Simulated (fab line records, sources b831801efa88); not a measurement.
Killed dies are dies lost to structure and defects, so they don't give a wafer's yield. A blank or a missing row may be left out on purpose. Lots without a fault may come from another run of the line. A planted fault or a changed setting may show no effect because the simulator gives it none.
fab line records | flow sky130
record lots=12 wafers=36 last_day=50
route steps=708 shown FIELD_ISO@25 VIA1@481 METAL2@500 METAL5@667
lots that met no fault: from a run of the same line without faults
start_h: hours from the record's first day to the start of the lot's first wafer shown | wait_h: hours since the lot's step before | " the same as in the row above | L1.1+2: a row that stands for several wafers | - no value, or no start given | * or withheld: withheld | < > ~ a bound
route shown NAME@n: a module of which the file shows steps, and the number in the route of the first | usual: mean/standard deviation of fault-free wafers | same: alike in all rows | chamber/n: place in a boat | sites: the reading at each site | _std_site: their standard deviation | _edge_site: outer sites' mean less inner sites' | radius_mm: how far each site lies from the wafer's centre | mask NAME#n: copy n | behind: the tool/chamber that last shaped the wafer | hold: why the lot was held/for how many hours/how that ended | device: the transistor (n, p or np) that didn't switch | end of line: the same wafers' tests at the end of the route | a step without rows: its recipe alone | killed: dies lost to structure and defects at the first sort, not the wafer's yield | map: a wafer's dies, x killed, . not, _ none there
set.NAME: the setting as run; set.NAME@STEP: as run at that earlier step | model.NAME: the simulator's own value behind a step, which no gauge read
steps of the route over a sample of lots; a table a step, a row a wafer
services: from which hour (start_h, from the record's first day; less than 0 if before it) a tool's chamber was out of use, for how many hours, and why
## steps
# step SKY_FIELD_ISO_CVD_24
# recipe material=SiO2 target_thk_nm=595 temp_c=650 sigma_open_frac=0.3 time_s=99.2 sih4_flow_sccm=60 pressure_mtorr=6
# columns lot.wafer tool chamber start_h wait_h
L453.1+4+5 hdpcvd-02 2,2,0 30.65 0.1
L454.2+3+4 hdpcvd-01 0,2,2 37.87 0.0
L456.4+5+6 hdpcvd-01 2,1,0 47.90 0.1
L457.1+2+5 hdpcvd-01 0,1,0 54.97 0.1
L458.1+3+6 hdpcvd-02 2,0,1 57.87 0.1
L459.1+4+6 hdpcvd-01 1,1,2 63.25 0.1
L461.1+3+5 hdpcvd-02 0,2,2 72.86 0.1
L462.2+3+5 hdpcvd-02 1,0,0 78.39 0.0
L465.1+2+5 hdpcvd-01 0,2,2 92.86 0.1
L466.2+3+6 hdpcvd-02 2,2,1 100.65 0.0
L473.1+3+5 hdpcvd-01 1,0,0 136.40 0.1
L476.2+4+5 hdpcvd-01 0,2,1 151.98 0.0
# step SKY_FIELD_ISO_THK_MEAS_25
# recipe reads=SiO2_of_FIELD_ISO_CVD_24
# usual FIELD_ISO_CVD_24_THK=594/6
# columns lot.wafer tool chamber start_h wait_h FIELD_ISO_CVD_24_THK[nm]
L453.1 film_metro-04 - 30.72 0.0 603
L453.4 " - " " 597
L453.5 " - " " 582
L454.2 film_metro-04 - 37.95 0.0 596
L454.3 " - " " 600
L454.4 " - " " 593
L456.4 film_metro-01 - 47.97 0.0 596
L456.5 " - " " 603
L456.6 " - " " 596
L457.1 film_metro-04 - 55.05 0.0 592
L457.2 " - " " 583
L457.5 " - " " 583
L458.1 film_metro-03 - 57.94 0.0 597
L458.3 " - " " 595
L458.6 " - " " 603
L459.1 film_metro-03 - 63.32 0.0 592
L459.4 " - " " 592
L459.6 " - " " 594
L461.1 film_metro-04 - 72.94 0.0 599
L461.3 " - " " 601
L461.5 " - " " 600
L462.2 film_metro-04 - 78.47 0.0 596
L462.3 " - " " 603
L462.5 " - " " 599
L465.1 film_metro-01 - 92.94 0.0 589
L465.2 " - " " 602
L465.5 " - " " 592
L466.2 film_metro-01 - 100.77 0.1 590
L466.3 " - " " 766
L466.6 " - " " 593
L473.1 film_metro-04 - 136.47 0.0 602
L473.3 " - " " 601
L473.5 " - " " 602
L476.2 film_metro-01 - 152.06 0.0 596
L476.4 " - " " 600
L476.5 " - " " 587
# step SKY_FIELD_ISO_CMP_27
# recipe stop_on=Si3N4 t_overpolish_s=16 down_force_psi=4 platen_rpm=60 target_thk_nm=457.8 pad_velocity_m_s=0.94248
# usual motor_current_A=11.0/1.2 slurry_flow_ml_min=150.0/0.46 time_to_endpoint_s=112/3.8
# columns lot.wafer tool chamber start_h wait_h motor_current_A slurry_flow_ml_min time_to_endpoint_s
L453.4 cmp-01 1 33.60 0.0 10.3 150.0 115
L453.1 " 3 " " 12.0 150.7 117
L453.5 " 1 " " 11.2 150.1 109
L454.4 cmp-01 3 39.50 0.0 12.7 149.2 113
L454.3 " 1 " " 10.6 150.3 111
L454.2 " 2 " " 10.2 150.2 107
L456.4 cmp-02 2 49.65 0.1 8.5 149.7 111
L456.5 " 3 " " 10.7 150.8 113
L456.6 " 0 " " 12.5 149.3 109
L457.1 cmp-01 1 56.61 0.0 11.1 150.5 114
L457.2 " 2 " " 9.4 149.0 116
L457.5 " 2 " " 10.2 149.8 114
L458.1 cmp-01 2 60.84 0.0 9.3 149.9 115
L458.3 " 3 " " 11.7 150.4 116
L458.6 " 3 " " 11.8 150.6 114
L459.1 cmp-01 2 65.10 0.2 9.9 150.2 112
L459.4 " 3 " " 11.9 150.4 114
L459.6 " 2 " " 9.7 150.1 114
L461.3 cmp-02 1 75.70 0.1 12.8 150.9 111
L461.1 " 3 " " 10.9 149.8 113
L461.5 " 1 " " 12.1 150.3 113
L462.2 cmp-01 3 81.41 0.1 11.7 149.6 115
L462.3 " 0 " " 11.0 150.1 117
L462.5 " 2 " " 9.9 149.9 113
L465.2 cmp-02 3 94.55 0.1 10.6 150.3 113
L465.1 " 0 " " 12.0 150.4 109
L465.5 " 2 " " 8.6 149.6 111
L466.3 cmp-01 3 103.70 0.1 12.1 150.4 147
L466.2 " 0 " " 11.5 150.1 115
L466.6 " 1 " " 10.2 150.2 108
L473.1 cmp-01 2 138.08 0.1 9.4 149.3 111
L473.3 " 3 " " 11.9 150.2 113
L473.5 " 2 " " 9.4 149.9 112
L476.2 cmp-01 0 155.15 0.1 11.4 150.2 116
L476.4 " 3 " " 12.1 150.0 116
L476.5 " 1 " " 11.0 149.4 110
# step SKY_VIA1_THK_MEAS_23
# recipe thk_meas_gauge=xrf reads=W_of_VIA1_CVD_21
# usual VIA1_W_THK=265/3.4
# columns lot.wafer tool chamber start_h wait_h VIA1_W_THK[nm]
L453.1 film_metro-01 - 781.30 0.1 264
L453.4 " - " " 267
L453.5 " - " " 266
L454.2 film_metro-01 - 799.72 0.1 261
L454.3 " - " " 267
L454.4 " - " " 266
L456.4 film_metro-04 - 820.60 0.1 260
L456.5 " - " " 264
L456.6 " - " " 263
L457.1 film_metro-01 - 823.28 0.1 260
L457.2 " - " " 264
L457.5 " - " " 263
L458.1 film_metro-02 - 832.07 0.1 263
L458.3 " - " " 270
L458.6 " - " " 262
L459.1 film_metro-04 - 844.74 0.1 271
L459.4 " - " " 275
L459.6 " - " " 270
L461.1 film_metro-02 - 858.37 0.1 267
L461.3 " - " " 261
L461.5 " - " " 266
L462.2 film_metro-02 - 861.08 0.1 262
L462.3 " - " " 260
L462.5 " - " " 264
L465.1 film_metro-01 - 879.51 0.1 267
L465.2 " - " " 265
L465.5 " - " " 265
L466.2 film_metro-04 - 892.91 0.1 264
L466.3 " - " " 267
L466.6 " - " " 265
L473.1 film_metro-02 - 954.66 0.1 265
L473.3 " - " " 263
L473.5 " - " " 260
L476.2 film_metro-02 - 966.91 0.1 262
L476.4 " - " " 262
L476.5 " - " " 264
# step SKY_METAL2_DESCUM_17
# recipe chemistry=O2 source_power_w=150 bias_power_w=0 pressure_mtorr=10 temp_c=40 time_s=8
# usual drypump_motor_current_A=5.8/0.53 oes_product_au=1.007/0.0079
# columns lot.wafer tool chamber start_h wait_h drypump_motor_current_A oes_product_au rf_hours_counter_h
L453.1 rie_metal-02 1 808.73 0.0 6.3 1.004 7
L453.4 " 1 " " 6.3 1.008 -
L453.5 " 1 " " 6.3 1.014 -
L454.2 rie_metal-02 0 826.54 0.0 5.9 0.998 13
L454.3 " 0 " " 5.9 1.012 -
L454.4 " 1 " " 6.3 1.011 -
L456.4 rie_metal-02 0 847.69 0.0 5.9 0.987 -
L456.5 " 0 " " 5.9 0.998 -
L456.6 " 1 " " 6.3 1.006 -
L457.1 rie_metal-03 0 849.92 0.0 4.9 1.000 4
L457.2 " 1 " " 5.1 1.007 3
L457.5 " 1 " " 5.1 1.011 -
L458.1 rie_metal-02 1 859.87 0.0 6.3 1.014 9
L458.3 " 0 " " 5.9 0.998 -
L458.6 " 1 " " 6.3 1.006 -
L459.1 rie_metal-03 1 871.08 0.0 5.1 1.004 4
L459.4 " 1 " " 5.1 1.008 -
L459.6 " 0 " " 5.0 0.996 -
L461.1 rie_metal-02 0 884.91 0.0 5.9 0.997 15
L461.3 " 0 " " 5.9 1.001 -
L461.5 " 0 " " 5.9 1.002 -
L462.2 rie_metal-03 1 887.67 0.0 5.1 1.009 5
L462.3 " 1 " " 5.1 1.006 -
L462.5 " 0 " " 4.9 0.993 -
L465.1 rie_metal-02 1 905.61 0.0 6.3 1.017 11
L465.2 " 0 " " 5.9 1.006 16
L465.5 " 1 " " 6.3 1.006 -
L466.2 rie_metal-03 1 918.76 0.0 5.1 1.010 6
L466.3 " 0 " " 5.0 1.002 -
L466.6 " 1 " " 5.1 1.000 -
L473.1 rie_metal-02 1 979.23 0.0 6.3 1.011 15
L473.3 " 1 " " 6.3 1.018 -
L473.5 " 1 " " 6.3 1.019 -
L476.2 rie_metal-02 0 990.83 0.0 5.9 1.002 21
L476.4 " 1 " " 6.3 1.017 -
L476.5 " 1 " " 6.3 1.001 -
# step SKY_METAL5_THK_MEAS_06
# recipe thk_meas_gauge=xrf reads=AlCu_of_METAL5_SPUTTER_02
# usual METAL5_ALCU_THK=1144/11
# columns lot.wafer tool chamber start_h wait_h METAL5_ALCU_THK[nm]
L453.1 film_metro-02 - 993.49 0.1 1158
L453.4 " - " " 1157
L453.5 " - " " 1162
L454.2 film_metro-03 - 1011.11 0.1 1159
L454.3 " - " " 1149
L454.4 " - " " 1157
L456.4 film_metro-04 - 1029.34 0.1 1135
L456.5 " - " " 1150
L456.6 " - " " 1126
L457.1 film_metro-04 - 1031.85 0.1 1143
L457.2 " - " " 1136
L457.5 " - " " 1149
L458.1 film_metro-02 - 1040.51 0.1 1145
L458.3 " - " " 1132
L458.6 " - " " 1143
L459.1 film_metro-03 - 1050.51 0.1 1168
L459.4 " - " " 1148
L459.6 " - " " 1152
L461.1 film_metro-04 - 1061.04 0.1 1140
L461.3 " - " " 1134
L461.5 " - " " 1148
L462.2 film_metro-02 - 1062.87 0.1 1128
L462.3 " - " " 1135
L462.5 " - " " 1134
L465.1 film_metro-04 - 1081.45 0.1 1141
L465.2 " - " " 1136
L465.5 " - " " 1142
L466.2 film_metro-03 - 1088.75 0.1 1157
L466.3 " - " " 1142
L466.6 " - " " 1143
L473.1 film_metro-03 - 1139.92 0.1 1148
L473.3 " - " " 1140
L473.5 " - " " 1142
L476.2 film_metro-04 - 1148.66 0.1 1142
L476.4 " - " " 1148
L476.5 " - " " 1140
## services
# columns tool chamber start_h hours kind
hdpcvd-01 - 6.88 0.7 repair
cmp-01 - 31.51 0.9 repair
hdpcvd-01 - 66.75 15.0 pm
cmp-01 - 83.29 1.1 repair
cmp-01 - 143.31 4.4 pm
rie_metal-02 - 159.69 2.8 pm
cmp-01 - 200.39 0.5 repair
cmp-01 - 203.99 1.4 repair
cmp-01 - 232.00 4.0 pm
cmp-01 - 240.96 0.7 repair
cmp-01 - 263.96 1.9 repair
cmp-01 - 286.00 21.7 pm
cmp-01 - 311.38 2.6 repair
cmp-01 - 370.75 7.7 pm
cmp-01 - 484.94 0.5 repair
cmp-01 - 509.72 7.7 pm
cmp-01 - 518.25 1.6 repair
cmp-01 - 572.00 4.0 pm
rie_metal-02 - 700.93 0.1 repair
cmp-01 - 702.33 0.9 repair
cmp-01 - 710.76 6.4 repair
cmp-01 - 912.00 4.0 pm
rie_metal-02 - 956.76 1.4 pm
rie_metal-02 0 969.84 10.9 repair
## key
first_sign step=SKY_FIELD_ISO_THK_MEAS_25 reading=FIELD_ISO_CVD_24_THK direction=up sigmas=28 usual=594 struck=766
effect step=SKY_FIELD_ISO_CMP_27 reading=time_to_endpoint_s direction=up sigmas=9.2 usual=* struck=*
met_at SKY_FIELD_ISO_CVD_24
struck_lots L466
struck_wafers L466.3
tester_left_out L466
not_acting_at SKY_VIA1_THK_MEAS_23,SKY_METAL2_DESCUM_17,SKY_METAL5_THK_MEAS_06
onset_between 78.39 100.65
fault kind=process_parameter_drift tool=hdpcvd-02 chamber=- onset_h=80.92 steps=SKY_FIELD_ISO_CVD_24 channel=target_thk_nm offset=176.93 shape=step end_h=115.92 scope=struck_wafers_only acts_in=these_recipes_only stated=595
# tester_left_out: of these lots the tester's yield and bins aren't shown, on N5 and GAA mostly nor the transistor test; their killed dies are dies lost to structure and defects alone, not to doping, threshold or leakage, so they don't give the yield
